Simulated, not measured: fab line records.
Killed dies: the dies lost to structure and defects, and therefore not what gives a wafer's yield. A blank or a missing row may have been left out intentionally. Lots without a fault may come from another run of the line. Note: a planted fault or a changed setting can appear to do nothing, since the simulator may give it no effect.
Which tool is to blame? | flow sky130 | 12 lots, 36 wafers sampled, at 5 steps of a route of 708

WHAT THE GAUGES READ, wafer by wafer
SKY_SD_P_CD_MEAS_07 targets a cd of 380 nm. Usual: cd_nm at 379.9 nm, with a standard deviation of 2.
lot  | measured     | on        | cd_nm (nm)        | flag
L927 | day 25 15:14 | cd_sem-01 | 378.5 380.5 380.0 |
L928 | day 25 22:20 | cd_sem-02 | 379.4 380.6 379.9 |
L929 | day 26 07:02 | cd_sem-02 | 381.7 380.8 379.5 |
L933 | day 27 19:23 | cd_sem-01 | 381.2 381.1 378.6 |
L934 | day 28 02:49 | cd_sem-01 | 372.1 371.3 376.3 | OFF
L935 | day 28 05:26 | cd_sem-02 | 368.2 376.6 371.5 | OFF
L942 | day 31 00:38 | cd_sem-02 | 377.3 380.4 380.5 |
L945 | day 31 22:38 | cd_sem-02 | 383.3 382.6 384.2 |
L946 | day 32 09:00 | cd_sem-02 | 376.4 378.9 377.8 |
L947 | day 32 20:17 | cd_sem-02 | 381.3 378.9 378.1 |
L948 | day 33 08:37 | cd_sem-01 | 377.3 379.8 376.6 |
L949 | day 33 11:32 | cd_sem-01 | 381.1 383.3 381.5 |

SKY_VIA1_THK_MEAS_01. Usual: VIA1_HDPCVD_THK typically reads 1026 nm, with standard deviation 13.
lot  | measured     | on            | VIA1_HDPCVD_THK (nm) | flag
L927 | day 33 01:51 | film_metro-03 | 1043 1041 1030       |
L928 | day 33 07:01 | film_metro-03 | 1019 1031 1007       |
L929 | day 33 17:07 | film_metro-03 | 1049 1045 1020       |
L933 | day 35 00:05 | film_metro-02 | 1024 1007 1039       |
L934 | day 35 10:04 | film_metro-04 | 1020 1037 1013       |
L935 | day 35 10:08 | film_metro-02 | 1035 1018 1032       |
L942 | day 38 00:26 | film_metro-03 | 1041 1028 1002       |
L945 | day 38 23:29 | film_metro-03 | 1055 1013 1059       |
L946 | day 39 07:11 | film_metro-03 | 1043 1031 1029       |
L947 | day 39 17:19 | film_metro-04 | 1024 1033 1028       |
L948 | day 40 04:26 | film_metro-03 | 1010 1040 1026       |
L949 | day 40 06:48 | film_metro-02 | 1004 1021 1013       |

SKY_VIA1_RS_MEAS_22: uses a four-point probe to measure. Usual: VIA1_W_RS typically reads 0.430 ohm/sq, with standard deviation 0.0056.
lot  | measured     | on            | VIA1_W_RS (ohm/sq) | flag
L927 | day 34 06:10 | film_metro-03 | 0.424 0.437 0.430  |
L928 | day 34 10:30 | film_metro-03 | 0.419 0.422 0.424  |
L929 | day 34 20:21 | film_metro-04 | 0.431 0.431 0.431  |
L933 | day 36 03:24 | film_metro-02 | 0.430 0.436 0.422  |
L934 | day 36 14:26 | film_metro-03 | 0.430 0.429 0.425  |
L935 | day 36 14:38 | film_metro-04 | 0.429 0.429 0.426  |
L942 | day 39 02:59 | film_metro-02 | 0.427 0.424 0.429  |
L945 | day 40 01:42 | film_metro-02 | 0.432 0.437 0.432  |
L946 | day 40 09:52 | film_metro-03 | 0.420 0.418 0.414  |
L947 | day 40 19:16 | film_metro-03 | 0.418 0.420 0.420  |
L948 | day 41 05:56 | film_metro-03 | 0.432 0.428 0.436  |
L949 | day 41 09:25 | film_metro-03 | 0.435 0.437 0.437  |

WHICH TOOL RAN EACH LOT (tool, then ch and the chambers of the sampled wafers, then the start)
lot  | SKY_SD_P_EXPOSE_04                  | SKY_VIA1_ETCH_14
L927 | iline_stepper-01 ch 0, day 25 00:20 | rie_diel-01 ch 1,2,3, day 34 05:17
L928 | iline_stepper-02 ch 0, day 25 08:07 | rie_diel-03 ch 1,2,3, day 34 09:40
L929 | iline_stepper-02 ch 0, day 25 16:17 | rie_diel-01 ch 1,3, day 34 19:31
L933 | iline_stepper-01 ch 0, day 27 05:16 | rie_diel-01 ch 0,2, day 36 02:34
L934 | iline_stepper-01 ch 0, day 27 12:41 | rie_diel-03 ch 1,3, day 36 13:16
L935 | iline_stepper-01 ch 0, day 27 15:25 | rie_diel-01 ch 0,1,2, day 36 13:37
L942 | iline_stepper-02 ch 0, day 30 10:51 | rie_diel-01 ch 0,1,2, day 39 02:07
L945 | iline_stepper-02 ch 0, day 31 08:56 | rie_diel-02 ch 0,2, day 40 00:47
L946 | iline_stepper-02 ch 0, day 31 19:00 | rie_diel-01 ch 0,1,3, day 40 08:46
L947 | iline_stepper-01 ch 0, day 32 06:40 | rie_diel-01 ch 1,2, day 40 18:23
L948 | iline_stepper-02 ch 0, day 32 19:08 | rie_diel-01 ch 0,2, day 41 05:05
L949 | iline_stepper-01 ch 0, day 32 22:11 | rie_diel-02 ch 0,1,3, day 41 08:04
- SKY_SD_P_EXPOSE_04: exposes mask PSDM, target cd 380 nm.
- SKY_VIA1_ETCH_14: etches BARC in N2/H2, stops on SiO2, time 45.9 s, target depth 60 nm.

AS READ BY THE TOOLS THEMSELVES (means over the sampled wafers that have a number; for cases with no such wafer, the mark the record gives instead)
SKY_VIA1_ETCH_14. Usual: bias_w 100.00 W, standard deviation 0.29; drypump_motor_current_A 5.7 A, standard deviation 0.41; oes_product_au 0.855 a.u., standard deviation 0.0048; throttle_valve_pct 13.226 %, standard deviation 0.009.
lot  | tool        | bias_w (W) | drypump_motor_current_A (A) | oes_product_au (a.u.) | throttle_valve_pct (%) | flag
L927 | rie_diel-01 | 99.69      | 5.8                         | 0.855                 | 13.231                 |
L928 | rie_diel-03 | 99.62      | 5.5                         | 0.859                 | 13.221                 |
L929 | rie_diel-01 | 99.93      | 5.6                         | 0.856                 | 13.224                 |
L933 | rie_diel-01 | 99.98      | 5.8                         | 0.855                 | 13.221                 |
L934 | rie_diel-03 | 100.22     | 5.2                         | 0.860                 | 13.230                 |
L935 | rie_diel-01 | 99.99      | 5.6                         | 0.855                 | 13.228                 |
L942 | rie_diel-01 | 99.98      | 5.6                         | 0.856                 | 13.227                 |
L945 | rie_diel-02 | 100.03     | 5.2                         | 0.856                 | 13.226                 |
L946 | rie_diel-01 | 100.03     | 5.7                         | 0.857                 | 13.211                 |
L947 | rie_diel-01 | 99.88      | 5.6                         | 0.849                 | 13.231                 |
L948 | rie_diel-01 | 100.12     | 5.8                         | 0.851                 | 13.228                 |
L949 | rie_diel-02 | 100.05     | 5.7                         | 0.851                 | 13.233                 |

THE ANSWER, worked out from the rows above alone
Rule: take the mean of a lot's wafers that have a number; if it is more than 3 standard deviations from the usual mean, the lot is off. A lot without any number at a reading at which 4 lots or more have one is off too. Any other lot the step has rows for is counted as sound. Order of review: gauges by route order, followed by the tools' own readings, for which a lot's mean as printed above is used. The first step at which some lot is off is used, and at that step the reading that is off furthest; a lot without a number counts as furthest.
Off: L934, L935 (SKY_SD_P_CD_MEAS_07, cd_nm).
If a tool, at a process step before that reading, ran all the lots that are off and no sound lot after the first of them, it fits. Those tools and the gauges at SKY_SD_P_CD_MEAS_07 are tried in the same way. No candidate that was tried fits.

WHAT THE SIMULATOR PUT IN
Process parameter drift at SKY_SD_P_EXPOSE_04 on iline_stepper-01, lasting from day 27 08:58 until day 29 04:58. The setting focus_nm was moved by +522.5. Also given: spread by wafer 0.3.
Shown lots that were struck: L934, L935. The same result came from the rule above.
